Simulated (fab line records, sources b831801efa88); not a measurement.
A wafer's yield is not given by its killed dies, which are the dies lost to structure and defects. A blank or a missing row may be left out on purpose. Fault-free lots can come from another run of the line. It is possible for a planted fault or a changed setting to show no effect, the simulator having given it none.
Problem report, 8D (eight disciplines) form, completed by code	flow sky130	the parts of the form that need people (team, actions taken, sign-off) are left out

## 1. THE ISSUE
Mean of killed_at_M0_to_M3 at SKY_PAD_OPEN_PROBE_99: 452 across 6 wafers in 2 lots; on wafers with no fault it is 43 (standard deviation 6.3). Relative to the usual mean, that is a shift of +65 standard deviations.
First seen on wafer L326.1, day 47 23:32, on prober-02. At this step, 24 wafers from 8 lots have a number in the record. Rule for "out" (also "out of limits"): further than 4 standard deviations from the usual mean. The other wafers with a number count as sound.

## 2. WHAT IT IS AND WHAT IT IS NOT
question	is	is not
which readings at this step	killed_at_M0_to_M3, defect_limited_yield, killed_dies, killed_on_rim, sort_bin_5_function, sort_n_pass, sort_yield_pct	killed_at_M4_up, killed_at_front_end, killed_at_other, killed_open, sort_bin_3_pad_short, sort_bin_6_memory
which lots	L326, L327	L318, L321, L322, L325, L335, L337
which wafers of those lots	all that have a number	-
read on which tools	prober-01, prober-02	-
when	from day 47 23:32	up to then (12 sound wafers); but 6 sound wafers of L335, L337 came after

## 3. THE SUSPECTS, EACH WITH WHAT RULES IT OUT
Counting: a tool at any process step up to the reading remains a suspect when it ran all the lots that are out and ran no sound lot after the first of those.
- plasma_asher-03 at SKY_METAL3_STRIP_19 (strips in O2/N2): ruled out as a lasting fault. The sound lots L335, L337 went through it after L326, its earliest lot that is out (day 41 05:56).
Left after counting: nothing in the record.

## 4. THE CAUSE (what the simulator had put in)
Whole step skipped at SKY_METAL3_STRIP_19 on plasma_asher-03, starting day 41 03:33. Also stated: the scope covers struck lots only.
Counting ruled it out, wrongly: the rule takes a fault to strike every lot that its tool runs from its start on, and this one did not.

## 5. SEQUENCE OF EFFECTS, ordered by route
Each row: a reading whose mean over the struck wafers that have a number lies more than 3 standard deviations from the usual. Readings are gone through only where the record gives a usual standard deviation; hours: the median, over the lots, of the time from a lot's start at the first step in this table giving one to that lot's start at this step; sigmas: the change measured in usual standard deviations.
hours	step	reading	usual	on struck wafers	change	sigmas
0	SKY_PAD_OPEN_PROBE_99	defect_limited_yield	82.8 %	0.0	-82.8	-46
0	SKY_PAD_OPEN_PROBE_99	killed_at_M0_to_M3	43	452	+409	+65
0	SKY_PAD_OPEN_PROBE_99	killed_dies	85	492	+407	+46
0	SKY_PAD_OPEN_PROBE_99	killed_on_rim	17	96	+79	+20
0	SKY_PAD_OPEN_PROBE_99	sort_bin_5_function	10.4 %	93.3	+82.9	+55
0	SKY_PAD_OPEN_PROBE_99	sort_n_pass	407	0	-407	-46
0	SKY_PAD_OPEN_PROBE_99	sort_yield_pct	82.8 %	0.0	-82.8	-46
It contains these process steps:
- SKY_PAD_OPEN_PROBE_99
Readings that are blank on the struck wafers while sound wafers have them: chamber_pressure_mTorr at SKY_METAL3_STRIP_19; drypump_motor_current_A at SKY_METAL3_STRIP_19; oes_product_au at SKY_METAL3_STRIP_19; strip_time_to_endpoint_s at SKY_METAL3_STRIP_19.

## 6. HOW IT WOULD HAVE BEEN CAUGHT EARLIER
164 hours passed between the start of the fault at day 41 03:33 and the first reading out of limits in this record, taken at day 47 23:32.
At SKY_METAL3_STRIP_19 the tool's readings are blank on the struck wafers, where sound wafers have them: an empty tool record is the first sign, and it was there at once.
